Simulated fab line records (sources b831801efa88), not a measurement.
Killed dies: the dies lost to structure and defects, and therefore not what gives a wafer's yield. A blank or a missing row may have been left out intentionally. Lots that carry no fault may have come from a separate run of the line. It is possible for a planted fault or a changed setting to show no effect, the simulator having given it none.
Which of the tools did it? ; flow gf180mcu ; 39 wafers from 13 lots sampled at 4 of the route's 602 steps

WHAT THE GAUGES SHOWED, per wafer
GF_V3_OVL_MEAS_15.
lot;measured;on;V3_OVL (nm)
L926;day 22 20:44;overlay-01;-2 -2 -1
L927;day 23 01:50;overlay-02;5 1 2
L930;day 24 18:14;overlay-01;-1 6 -11
L931;day 25 07:36;overlay-01;8 10 14
L933;day 25 10:40;overlay-01;1 -2 7
L932;day 25 15:05;overlay-01;0 1 -2
L934;day 25 22:05;overlay-01;-4 -1 5
L936;day 26 08:15;overlay-02;-6 -5 -7
L943;day 28 13:47;overlay-01;2 -6 -1
L945;day 29 08:09;overlay-02;0 -19 -3
L946;day 29 09:30;overlay-01;-7 -5 -2
L947;day 29 14:29;overlay-02;-1 1 1
L949;day 30 03:14;overlay-01;10 9 10

GF_V4_CD_MEAS_14 targets a cd of 260 nm.
lot;measured;on;cdNm (nm)
L926;day 24 21:55;cdSem-02;261.0 260.3 259.6
L927;day 25 02:12;cdSem-02;259.8 261.0 259.9
L930;day 26 16:37;cdSem-01;261.9 261.3 263.0
L931;day 27 04:56;cdSem-02;258.1 259.3 258.9
L933;day 27 07:13;cdSem-02;259.6 261.0 260.9
L932;day 27 11:58;cdSem-01;259.2 257.9 259.4
L934;day 27 19:28;cdSem-02;261.4 260.1 260.6
L936;day 28 03:47;cdSem-02;262.3 262.0 262.4
L943;day 30 07:06;cdSem-01;257.5 256.9 256.5
L945;day 31 00:41;cdSem-02;256.8 256.5 256.2
L946;day 31 01:58;cdSem-02;261.9 260.7 260.7
L947;day 31 08:06;cdSem-01;257.8 258.5 258.6
L949;day 31 18:13;cdSem-01;259.2 258.6 258.0

WHAT TOOL EACH LOT RAN ON (gives the tool, then ch and the chambers of the sampled wafers, and finally the start)
lot;GF_V4_CMP_04;GF_V4_SOFTBAKE_10
L926;cmp-02 ch 1,2, day 23 22:50;lithoTrack-01 ch 0, day 24 10:00
L927;cmp-02 ch 0,1,3, day 24 03:44;lithoTrack-02 ch 0, day 24 15:00
L930;cmp-01 ch 1,2,3, day 25 18:52;lithoTrack-02 ch 0, day 26 05:00
L931;cmp-02 ch 0,2,3, day 26 07:24;lithoTrack-01 ch 0, day 26 18:00
L933;cmp-02 ch 0,1,3, day 26 10:14;lithoTrack-02 ch 0, day 26 20:00
L932;cmp-02 ch 1,2,3, day 26 15:05;lithoTrack-03 ch 0, day 27 01:00
L934;cmp-01 ch 1,2,3, day 26 22:11;lithoTrack-03 ch 0, day 27 09:00
L936;cmp-01 ch 0,1,3, day 27 07:38;lithoTrack-01 ch 0, day 27 17:00
L943;cmp-01 ch 0,2,3, day 29 11:26;lithoTrack-01 ch 0, day 29 21:00
L945;cmp-01 ch 0,1,2, day 30 05:41;lithoTrack-01 ch 0, day 30 14:00
L946;cmp-01 ch 0,1,2, day 30 06:56;lithoTrack-02 ch 0, day 30 16:00
L947;cmp-01 ch 0,2,3, day 30 12:50;lithoTrack-03 ch 0, day 30 23:00
L949;cmp-01 ch 0,1, day 31 00:19;lithoTrack-03 ch 0, day 31 09:00
- GF_V4_CMP_04: polishes SiO2.
- GF_V4_SOFTBAKE_10: time 60 s.

WHAT THE TOOLS THEMSELVES READ (means of the sampled wafers that have a number; where no wafer has one, the mark that the record gives instead)
GF_V4_CMP_04.
lot;tool;motorCurrentA (A);timeToEndpointS (s)
L926;cmp-02;12.2;83
L927;cmp-02;11.5;76
L930;cmp-01;12.1;74
L931;cmp-02;12.2;80
L933;cmp-02;11.0;78
L932;cmp-02;11.7;76
L934;cmp-01;11.5;79
L936;cmp-01;11.2;88
L943;cmp-01;12.5;78
L945;cmp-01;12.2;87
L946;cmp-01;12.8;86
L947;cmp-01;12.4;84
L949;cmp-01;11.9;83

GF_V4_SOFTBAKE_10.
lot;tool;heaterPowerTotalW (W);plateTempC (C)
L926;lithoTrack-01;93.06;130.06
L927;lithoTrack-02;93.05;130.01
L930;lithoTrack-02;93.02;130.00
L931;lithoTrack-01;93.03;130.02
L933;lithoTrack-02;93.01;130.04
L932;lithoTrack-03;93.06;130.02
L934;lithoTrack-03;93.05;129.92
L936;lithoTrack-01;92.98;129.90
L943;lithoTrack-01;91.77;128.59
L945;lithoTrack-01;91.77;128.63
L946;lithoTrack-02;92.94;129.74
L947;lithoTrack-03;93.07;129.87
L949;lithoTrack-03;93.04;129.79

THE ANSWER, worked out from the rows above alone
Rule: the lots themselves supply what counts as usual. The widest of any qualifying gaps counts: lots, ordered by their means at a reading, are off when they make up no more than a third of the lots, leave a main group of 4 or more, and stand apart from it by 3 or more times the standard deviation of that group's means. Not used: any main group whose means are identical at the precision the tables above print for the reading. A lot without any number at a reading at which 4 lots or more have one is off too. All remaining lots with rows at the step are treated as sound. Order of review: gauges by route order, followed by the tools' own readings, for which a lot's mean as printed above is used. The first step at which some lot is off is used, and at that step the reading that is off furthest; a lot without a number counts as furthest.
Off: L943, L945 (GF_V4_SOFTBAKE_10, heaterPowerTotalW). Main group: mean 93.03 W, sd 0.037.
A tool fits if, at that step or a process step before it, it ran every lot that is off, and no sound lot after the first of them. One fits: GF_V4_SOFTBAKE_10 on lithoTrack-01. Its last sound lot is L936 (day 27 17:00), its first lot that is off L943 (day 29 21:00): a fault that began between those two fits.
The tool's own readings at GF_V4_SOFTBAKE_10 bear it out: on the lots that are off they differ by more than 5 times the standard deviation of the sound lots' means. heaterPowerTotalW reads 91.77 W there against 93.03 W on the sound lots; plateTempC reads 128.61 C there against 129.94 C on the sound lots.

WHAT THE SIMULATOR HAD INSERTED
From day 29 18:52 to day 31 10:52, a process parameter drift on lithoTrack-01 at GF_V4_SOFTBAKE_10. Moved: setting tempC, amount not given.
Lots struck among those shown: L943, L945. The rule above reached the same finding.
